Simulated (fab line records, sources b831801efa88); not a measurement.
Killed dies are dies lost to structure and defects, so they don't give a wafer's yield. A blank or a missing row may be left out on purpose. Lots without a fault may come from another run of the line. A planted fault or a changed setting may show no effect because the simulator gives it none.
fab line records | flow sky130
record lots=5 wafers=15 last_day=50
route steps=708 shown VT_ADJUST_LVTN@100 VT_ADJUST_NCORE@119 PAD_OPEN@708
lots that met no fault: from a run of the same line without faults
start_h: hours from the record's first day to the start of the lot's first wafer shown | wait_h: hours since the lot's step before | " the same as in the row above | L1.1+2: a row that stands for several wafers | - no value, or no start given | * or withheld: withheld | < > ~ a bound
route shown NAME@n: a module of which the file shows steps, and the number in the route of the first | usual: mean/standard deviation of fault-free wafers | same: alike in all rows | chamber/n: place in a boat | sites: the reading at each site | _std_site: their standard deviation | _edge_site: outer sites' mean less inner sites' | radius_mm: how far each site lies from the wafer's centre | mask NAME#n: copy n | behind: the tool/chamber that last shaped the wafer | hold: why the lot was held/for how many hours/how that ended | device: the transistor (n, p or np) that didn't switch | end of line: the same wafers' tests at the end of the route | a step without rows: its recipe alone | killed: dies lost to structure and defects at the first sort, not the wafer's yield | map: a wafer's dies, x killed, . not, _ none there
set.NAME: the setting as run; set.NAME@STEP: as run at that earlier step | model.NAME: the simulator's own value behind a step, which no gauge read
lots at some steps of the route; a table a step, a row a wafer
services: from which hour (start_h, from the record's first day; less than 0 if before it) a tool's chamber was out of use, for how many hours, and why
## steps
# step SKY_VT_ADJUST_LVTN_SOFTBAKE_03
# recipe temp_c=110 time_s=withheld
# step SKY_VT_ADJUST_LVTN_EXPOSE_04
# recipe mask_id=NWM_COMPLEMENT_LESS_NATIVE na=0.6 source_shape=conventional sigma_outer=0.6 polarization=unpolarized target_cd_nm=840 dose_mj=194
# step SKY_VT_ADJUST_LVTN_PEB_05
# recipe temp_c=115 time_s=withheld
# step SKY_VT_ADJUST_LVTN_DEVELOP_06
# recipe wall_angle_deg=90 developer=TMAH develop_time_s=60 dev_temp_c=23
# step SKY_VT_ADJUST_LVTN_OVL_MEAS_07
# usual VT_ADJUST_LVTN_OVL=-0.2/1.5
# columns lot.wafer tool chamber start_h wait_h VT_ADJUST_LVTN_OVL[nm]
L912.1 overlay-02 - 155.46 - 0.0
L912.4 " - " " -0.8
L912.6 " - " " 1.5
L916.3 overlay-02 - 178.96 - 0.9
L916.5 " - " " 1.3
L916.6 " - " " -0.4
L926.2 overlay-01 - 250.93 - -0.8
L926.3 " - " " -1.1
L926.5 " - " " -0.3
L929.1 overlay-02 - 269.57 - -2.8
L929.2 " - " " -1.8
L929.5 " - " " -0.1
L932.3 overlay-02 - 286.84 - -0.4
L932.4 " - " " -1.5
L932.6 " - " " -0.7
# step SKY_VT_ADJUST_LVTN_IMPLANT_08
# recipe species=B energy_kev=30 dose_cm2=1.57e+12 tilt_deg=withheld
# step SKY_VT_ADJUST_LVTN_STRIP_09
# recipe chemistry=O2/N2 power_w=1400 pressure_mtorr=1500 platen_temp_c=withheld o2_flow_sccm=3000 n2_flow_sccm=300 overash_fraction=0.5
# usual drypump_motor_current_A=6.0/0.58 oes_product_au=0.722/0.0044 strip_time_to_endpoint_s=36.90/0.11
# columns lot.wafer tool chamber start_h wait_h drypump_motor_current_A oes_product_au rf_hours_counter_h strip_time_to_endpoint_s
L912.1 plasma_asher-02 0 155.65 0.1 6.6 0.720 3 37.03
L912.4 " 1 " " 4.8 0.724 - 36.97
L912.6 " 1 " " 4.9 0.720 - 36.99
L916.3 plasma_asher-02 0 179.16 0.1 6.6 0.733 - 37.02
L916.5 " 0 " " 6.5 0.721 - 36.88
L916.6 " 1 " " 4.9 0.723 - 37.04
L926.2 plasma_asher-02 0 251.11 0.1 6.6 0.723 12 36.76
L926.3 " 0 " " 6.5 0.720 - 36.74
L926.5 " 1 " " 4.9 0.720 - 36.70
L929.1 plasma_asher-02 1 269.76 0.1 4.9 0.728 14 36.98
L929.2 " 0 " " 6.6 0.723 14 37.19
L929.5 " 1 " " 4.9 0.719 - 37.08
L932.3 plasma_asher-04 1 287.04 0.1 6.4 0.714 - 36.75
L932.4 " 0 " " 6.5 0.722 - 36.88
L932.6 " 0 " " 6.5 0.720 - 36.86
# step SKY_VT_ADJUST_LVTN_TW_MEAS_10
# usual VT_ADJUST_LVTN_TW=244.0/1.7
# columns lot.wafer tool chamber start_h wait_h VT_ADJUST_LVTN_TW
L912.1 film_metro-03 - 155.75 0.1 241.6
L912.4 " - " " 242.3
L912.6 " - " " 243.0
L916.3 film_metro-01 - 179.25 0.1 245.2
L916.5 " - " " 245.7
L916.6 " - " " 245.5
L926.2 film_metro-01 - 251.22 0.1 244.8
L926.3 " - " " 245.2
L926.5 " - " " 245.5
L929.1 film_metro-02 - 269.86 0.1 245.8
L929.2 " - " " 244.5
L929.5 " - " " 245.4
L932.3 film_metro-02 - 287.13 0.1 244.5
L932.4 " - " " 243.9
L932.6 " - " " 243.8
# step SKY_VT_ADJUST_LVTN_DEHYDRATE_11
# recipe temp_c=200 time_s=60
# step SKY_VT_ADJUST_LVTN_HMDS_12
# recipe prime_time_s=60 prime_temp_c=120
# step SKY_VT_ADJUST_LVTN_COAT_13
# recipe resist=NOVOLAK spin_rpm=3000 resist_thk_nm=1140
# step SKY_VT_ADJUST_LVTN_SOFTBAKE_14
# recipe temp_c=90 time_s=60 resist=NOVOLAK
# step SKY_VT_ADJUST_LVTN_EXPOSE_15
# recipe mask_id=HVN_STD_DERIVED na=0.6 source_shape=conventional sigma_outer=0.6 polarization=unpolarized target_cd_nm=600 dose_mj=163
# columns lot.wafer tool chamber start_h wait_h mask
L912.1+4+6 iline_stepper-02 0 165.91 - HVN_STD_DERIVED#0
L916.3+5+6 iline_stepper-01 0 190.01 - HVTPM#0
L926.2+3+5 iline_stepper-02 0 263.45 - HVN_STD_DERIVED#0
L929.1+2+5 iline_stepper-02 0 282.39 - HVN_STD_DERIVED#0
L932.3+4+6 iline_stepper-01 0 300.44 - HVN_STD_DERIVED#0
# step SKY_VT_ADJUST_LVTN_PEB_16
# recipe temp_c=withheld time_s=* resist=NOVOLAK
# step SKY_VT_ADJUST_LVTN_DEVELOP_17
# recipe resist=NOVOLAK developer=TMAH develop_time_s=60 dev_temp_c=23
# step SKY_VT_ADJUST_LVTN_OVL_MEAS_18
# usual VT_ADJUST_LVTN_01_OVL=0.7/1.6
# columns lot.wafer tool chamber start_h wait_h VT_ADJUST_LVTN_01_OVL[nm]
L912.1 overlay-01 - 175.89 0.1 2.2
L912.4 " - " " 1.5
L912.6 " - " " 2.7
L916.3 overlay-02 - 200.81 0.1 -
L916.5 " - " " -
L916.6 " - " " -
L926.2 overlay-02 - 275.26 0.1 1.9
L926.3 " - " " 1.5
L926.5 " - " " 3.7
L929.1 overlay-02 - 295.06 0.1 3.6
L929.2 " - " " 0.1
L929.5 " - " " 3.8
L932.3 overlay-02 - 313.10 0.1 -0.8
L932.4 " - " " -0.8
L932.6 " - " " -0.6
# step SKY_VT_ADJUST_LVTN_IMPLANT_19
# recipe species=B energy_kev=30 dose_cm2=6.5e+11 tilt_deg=withheld
# step SKY_VT_ADJUST_LVTN_STRIP_20
# recipe chemistry=O2/N2 power_w=1400 pressure_mtorr=1500 platen_temp_c=withheld o2_flow_sccm=3000 n2_flow_sccm=300 overash_fraction=0.5
# usual drypump_motor_current_A=6.0/0.53 oes_product_au=0.715/0.0045 strip_time_to_endpoint_s=14.17/0.044
# columns lot.wafer tool chamber start_h wait_h drypump_motor_current_A oes_product_au rf_hours_counter_h strip_time_to_endpoint_s
L912.1 plasma_asher-04 1 176.08 0.1 6.4 0.712 46 14.14
L912.4 " 0 " " 6.5 0.717 - 14.14
L912.6 " 1 " " 6.4 0.715 - 14.13
L916.3 plasma_asher-04 0 201.01 0.1 6.4 0.720 - 14.18
L916.5 " 1 " " 6.5 0.719 - 14.21
L916.6 " 0 " " 6.4 0.720 - 14.20
L926.2 plasma_asher-01 0 275.44 0.1 5.9 0.714 61 14.26
L926.3 " 1 " " 5.7 0.722 - 14.23
L926.5 " 1 " " 5.7 0.722 - 14.22
L929.1 plasma_asher-02 0 295.24 0.1 6.6 0.715 16 14.27
L929.2 " 1 " " 4.8 0.722 16 14.29
L929.5 " 1 " " 4.9 0.721 - 14.29
L932.3 plasma_asher-02 0 313.31 0.1 6.5 0.713 - 14.16
L932.4 " 1 " " 4.9 0.708 - 14.22
L932.6 " 1 " " 4.9 0.721 - 14.19
# step SKY_VT_ADJUST_LVTN_TW_MEAS_21
# usual VT_ADJUST_LVTN_2_TW=190.0/1.6
# columns lot.wafer tool chamber start_h wait_h VT_ADJUST_LVTN_2_TW
L912.1 film_metro-02 - 176.18 0.1 190.6
L912.4 " - " " 191.4
L912.6 " - " " 190.5
L916.3 film_metro-01 - 201.10 0.1 30.2
L916.5 " - " " 30.3
L916.6 " - " " 30.1
L926.2 film_metro-01 - 275.55 0.1 191.3
L926.3 " - " " 191.6
L926.5 " - " " 190.8
L929.1 film_metro-02 - 295.34 0.1 190.6
L929.2 " - " " 190.3
L929.5 " - " " 190.6
L932.3 film_metro-03 - 313.40 0.1 188.1
L932.4 " - " " 187.9
L932.6 " - " " 187.5
# step SKY_VT_ADJUST_NCORE_DEHYDRATE_00
# recipe temp_c=200 time_s=60
# step SKY_PAD_OPEN_PROBE_99
# usual killed_at_M0_to_M3=43/7.6 killed_at_M4_up=2.9/1.7 killed_at_contacts=24/5.5 killed_at_front_end=15/4.2 killed_at_other=0.3/0.52 killed_dies=86/9.4 killed_on_rim=17/4 killed_open=47/7 killed_short=39/6.4
# same gross_dies=492 killed_at_back_side=0
# columns lot.wafer tool chamber start_h wait_h killed_at_M0_to_M3 killed_at_M4_up killed_at_contacts killed_at_front_end killed_at_other killed_dies killed_on_rim killed_open killed_short
L912.1 prober-01 - 1091.23 0.1 42 4 18 18 2 84 19 45 39
L912.4 prober-01 - 1091.38 0.2 52 1 30 13 0 96 14 58 38
L912.6 prober-01 - 1091.48 0.2 56 1 25 20 0 102 18 59 43
L916.3 prober-02 - 1114.99 0.2 43 3 29 417 0 492 96 51 36
L916.5 prober-02 - 1115.09 0.2 34 1 24 433 0 492 96 39 32
L916.6 prober-02 - 1115.14 0.2 45 3 19 425 0 492 96 37 48
L926.2 prober-02 - 1173.23 0.1 39 1 26 16 0 82 13 48 34
L926.3 prober-02 - 1173.28 0.2 34 1 21 12 0 68 12 41 27
L926.5 prober-02 - 1173.38 0.2 34 0 26 17 1 78 14 39 39
L932.3 prober-02 - 1195.98 0.2 36 5 30 11 1 83 17 53 30
L932.4 prober-02 - 1196.03 0.2 37 2 23 13 1 76 14 41 33
L932.6 prober-02 - 1196.13 0.2 34 2 24 16 1 77 16 40 36
# killed by level:class
L912.1 CONTACT:geometric_particle:open=10 VIA1:geometric_particle:short=10 VIA1:geometric_particle:open=8 FIELD_ISO:geometric_particle:open=7 VIA3:geometric_particle:open=7 METAL2:geometric_particle:short=7 FIELD_ISO:geometric_particle:short=5 VIA2:geometric_particle:open=5
L912.4 VIA1:geometric_particle:open=14 CONTACT:geometric_particle:open=13 VIA2:geometric_particle:open=9 LI_CONTACT:geometric_particle:open=7 VIA3:geometric_particle:open=7 METAL1:geometric_particle:short=6 POLY_GATE:geometric_particle:short=5 CONTACT:geometric_particle:short=5
L912.6 LI_CONTACT:geometric_particle:open=11 METAL1:geometric_particle:short=10 VIA2:geometric_particle:open=9 CONTACT:geometric_particle:open=8 VIA1:geometric_particle:open=8 VIA3:geometric_particle:open=6 FIELD_ISO:geometric_particle:short=5 METAL2:geometric_particle:short=5
L916.3 VT_ADJUST_LVTN:area_expose=402 VIA1:geometric_particle:open=10 CONTACT:geometric_particle:open=10 LI_CONTACT:geometric_particle:open=8 VIA2:geometric_particle:open=8 VIA3:geometric_particle:short=5 LI_CONTACT:geometric_particle:short=4 METAL2:geometric_particle:short=4
L916.5 VT_ADJUST_LVTN:area_expose=421 CONTACT:geometric_particle:open=9 VIA1:geometric_particle:open=9 LI_CONTACT:geometric_particle:open=7 METAL2:geometric_particle:short=5 CONTACT:geometric_particle:short=4 VIA1:geometric_particle:short=4 POLY_GATE:geometric_particle:open=3
L916.6 VT_ADJUST_LVTN:area_expose=405 VIA1:geometric_particle:open=8 METAL2:geometric_particle:short=7 LI_CONTACT:geometric_particle:short=6 POLY_GATE:geometric_particle:short=5 CONTACT:geometric_particle:open=5 METAL1:geometric_particle:short=4 METAL2:geometric_particle:open=4
L926.2 VIA1:geometric_particle:open=11 LI_CONTACT:geometric_particle:open=9 VIA3:geometric_particle:open=8 CONTACT:geometric_particle:open=6 LOCAL_INTERCONNECT:geometric_particle:short=5 METAL1:geometric_particle:short=5 VIA1:geometric_particle:short=5 POLY_GATE:geometric_particle:short=4
L926.3 VIA1:geometric_particle:open=11 CONTACT:geometric_particle:open=8 LI_CONTACT:geometric_particle:open=6 METAL1:geometric_particle:short=5 VIA2:geometric_particle:open=4 POLY_GATE:geometric_particle:open=3 CONTACT:geometric_particle:short=3 VIA1:geometric_particle:short=3
L926.5 VIA1:geometric_particle:open=9 CONTACT:geometric_particle:open=7 LI_CONTACT:geometric_particle:open=6 CONTACT:geometric_particle:short=6 VIA3:geometric_particle:short=6 VIA1:geometric_particle:short=5 VIA3:geometric_particle:open=5 FIELD_ISO:geometric_particle:short=4
L932.3 LI_CONTACT:geometric_particle:open=13 CONTACT:geometric_particle:open=8 VIA1:geometric_particle:open=8 VIA1:geometric_particle:short=7 VIA3:geometric_particle:open=6 VIA2:geometric_particle:open=5 POLY_GATE:geometric_particle:open=4 CONTACT:geometric_particle:short=4
L932.4 VIA3:geometric_particle:open=10 CONTACT:geometric_particle:short=7 METAL2:geometric_particle:short=7 LI_CONTACT:geometric_particle:open=6 CONTACT:geometric_particle:open=5 VIA1:geometric_particle:open=5 VIA2:geometric_particle:open=4 FIELD_ISO:geometric_particle:open=3
L932.6 CONTACT:geometric_particle:short=8 CONTACT:geometric_particle:open=7 VIA2:geometric_particle:open=6 VIA1:geometric_particle:open=6 VIA3:geometric_particle:open=5 METAL2:geometric_particle:short=5 FIELD_ISO:geometric_particle:open=4 SPACER:geometric_particle:short=4
# map L916.3 (x killed, . not)
__________xxxxxxxxxx_________
________xxxxxxxxxxxxxx_______
______xxxxxxxxxxxxxxxxxx_____
_____xxxxxxxxxxxxxxxxxxxx____
____xxxxxxxxxxxxxxxxxxxxxx___
___xxxxxxxxxxxxxxxxxxxxxxxx__
__xxxxxxxxxxxxxxxxxxxxxxxxxx_
_xxxxxxxxxxxxxxxxxxxxxxxxxxxx
_xxxxxxxxxxxxxxxxxxxxxxxxxxxx
_xxxxxxxxxxxxxxxxxxxxxxxxxxxx
_xxxxxxxxxxxxxxxxxxxxxxxxxxxx
_xxxxxxxxxxxxxxxxxxxxxxxxxxxx
_xxxxxxxxxxxxxxxxxxxxxxxxxxxx
_xxxxxxxxxxxxxxxxxxxxxxxxxxxx
_xxxxxxxxxxxxxxxxxxxxxxxxxxxx
__xxxxxxxxxxxxxxxxxxxxxxxxxx_
___xxxxxxxxxxxxxxxxxxxxxxxx__
____xxxxxxxxxxxxxxxxxxxxxx___
_____xxxxxxxxxxxxxxxxxxxx____
______xxxxxxxxxxxxxxxxxx_____
________xxxxxxxxxxxxxx_______
__________xxxxxxxxxx_________
# map L932.3 (x killed, . not)
__________x.xx.xx..._________
________.xx......x...._______
______...........x...x.._____
_____..x........x......x.____
____......................___
___x.x....x....x.x.........__
__.........x.....x........x._
_x....x.x..........x........x
_.......x...x................
_........x.....x.x...........
_...x.x..x.x......x...x..x...
_.............xx.x..x.x..x...
_..x..x.......x..x..xx.......
_.x.xxx..x.x...x..xx.........
_........x...x....x..........
__...x..x.x..x.......x..xx.._
___x.............x..x......__
____.......x......x...xxx.___
_____............x.......____
______..xx..........x..x_____
________..........x..._______
__________.........._________
## services
# columns tool chamber start_h hours kind
iline_stepper-01 - 140.64 1.7 pm
plasma_asher-02 - 146.40 5.3 repair
iline_stepper-02 - 162.57 1.7 pm
iline_stepper-01 0 162.94 - calibration
iline_stepper-01 - 164.24 2.1 pm
iline_stepper-01 - 166.32 - consumable_replace:lamp
iline_stepper-02 0 201.16 - calibration
plasma_asher-04 - 202.63 2.8 pm
iline_stepper-02 - 216.19 4.0 repair
iline_stepper-01 - 221.75 0.7 repair
plasma_asher-02 - 232.91 1.6 repair
plasma_asher-02 - 235.55 0.8 repair
plasma_asher-02 - 256.78 2.8 pm
plasma_asher-01 - 281.11 2.8 pm
iline_stepper-01 - 285.41 1.6 repair
plasma_asher-02 - 286.43 2.3 repair
iline_stepper-01 - 301.11 14.5 repair
## key
first_sign step=SKY_VT_ADJUST_LVTN_EXPOSE_15 reading=mask direction=changed
effect step=SKY_VT_ADJUST_LVTN_OVL_MEAS_18 reading=VT_ADJUST_LVTN_01_OVL direction=missing
effect step=SKY_VT_ADJUST_LVTN_TW_MEAS_21 reading=VT_ADJUST_LVTN_2_TW direction=down sigmas=99+ usual=190.0 struck=30.2
effect step=SKY_PAD_OPEN_PROBE_99 reading=killed_at_front_end direction=up sigmas=98 usual=15 struck=425
more_kills_born_at SKY_VT_ADJUST_LVTN_EXPOSE_15@iline_stepper-01=1228
met_at SKY_VT_ADJUST_LVTN_EXPOSE_15
struck_wafers L916.3,L916.5,L916.6
tester_left_out L916
fault kind=wrong_mask tool=any chamber=- onset_h=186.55 steps=SKY_VT_ADJUST_LVTN_EXPOSE_15 aux_copy=HVTPM#0 scope=struck_lots_only
# tester_left_out: of these lots the tester's yield and bins aren't shown, on N5 and GAA mostly nor the transistor test; their killed dies are dies lost to structure and defects alone, not to doping, threshold or leakage, so they don't give the yield
